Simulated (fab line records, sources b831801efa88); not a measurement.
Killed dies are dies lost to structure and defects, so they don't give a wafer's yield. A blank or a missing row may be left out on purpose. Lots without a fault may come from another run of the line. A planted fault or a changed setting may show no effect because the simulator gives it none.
One fault seen from 2 desks | flow sky130 | each desk has only its own numbers; what lay behind them comes last

THE METROLOGY DESK
What the gauges read, lot by lot, whatever tool the lot ran on: means of the sampled wafers that have a number. A lot is out of limits, marked OUT, if its mean lies more than 4 standard deviations from the usual mean; the brackets give that distance.
Columns: A = RES_XHIGH_TW at SKY_RES_XHIGH_TW_MEAS_09, usual 1635; B = cd_nm at SKY_SD_N_CD_MEAS_07, usual 379.3 nm; C = RES_XHIGH_RS at SKY_SD_N_RS_MEAS_18, usual 333.4 ohm/sq
lot  | first seen here | A    | B               | C
L378 | day 27 00:26    | 1658 | 378.7           | 333.0
L380 | day 27 11:34    | 1654 | 374.7           | 334.4
L382 | day 28 18:59    | 1642 | 375.9           | 332.8
L386 | day 30 00:46    | 1630 | 383.2           | 332.7
L387 | day 30 05:30    | 1633 | 380.3           | 334.7
L389 | day 30 21:11    | 1631 | 378.8           | 332.8
L391 | day 31 11:52    | 1641 | 379.0           | 333.7
L392 | day 31 15:35    | 1620 | 380.9           | 334.1
L396 | day 33 01:58    | 1628 | 416.2 (+16) OUT | 333.9
L398 | day 33 18:24    | 1628 | 382.2           | 333.1
L399 | day 33 20:55    | 1633 | 407.7 (+12) OUT | 334.3
L400 | day 34 03:16    | 1640 | 378.1           | 332.9
This desk's finding: out of limits on L396, L399; first on L396, day 34 03:58 (cd_nm at SKY_SD_N_CD_MEAS_07). In limits: L378, L380, L382, L386, L387, L389, L391, L392, L398, L400.

THE TOOL OWNER'S DESK: iline_stepper-02
The tool's own readings at SKY_SD_N_EXPOSE_04 (exposes mask NSDM, target cd 380 nm): means of the sampled wafers that have a number, for each lot that ran on this tool. A lot is out of limits, marked OUT, if its mean lies more than 4 standard deviations from the usual mean; the brackets give that distance.
Columns: A = exposure_dose_mJ_cm2 at SKY_SD_N_EXPOSE_04, usual 140.97; B = reticle_temp_C at SKY_SD_N_EXPOSE_04, usual 23.02 C
lot  | first seen here | A                        | B
L378 | day 27 15:31    | 140.86                   | 23.13
L382 | day 29 08:37    | 141.04                   | 22.94
L386 | day 30 13:52    | 140.90                   | 23.00
L387 | day 30 19:43    | 141.01                   | 23.05
L396 | day 33 15:47    | 158.74 (+99 or more) OUT | 23.07
L399 | day 34 09:55    | 154.87 (+99 or more) OUT | 23.00
This desk's finding: out of limits on L396, L399; first on L396, day 33 15:47 (exposure_dose_mJ_cm2 at SKY_SD_N_EXPOSE_04). In limits: L378, L382, L386, L387.

PUT TOGETHER
The tool owner's desk could have raised an alarm at day 33 15:47, on L396, L399.
The metrology desk could have raised an alarm at day 34 03:58, on L396, L399.
Of the lots named, all ran SKY_SD_N_EXPOSE_04 on iline_stepper-02.

WHAT THE SIMULATOR HAD PUT IN
Process parameter drift: iline_stepper-02, from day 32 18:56 on, at SKY_SD_N_EXPOSE_04. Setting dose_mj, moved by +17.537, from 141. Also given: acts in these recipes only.
Lots struck among those shown: L396, L399.
Hours from the fault's start to each desk's first reading out of limits: the tool owner's desk, 21; the metrology desk, 33.
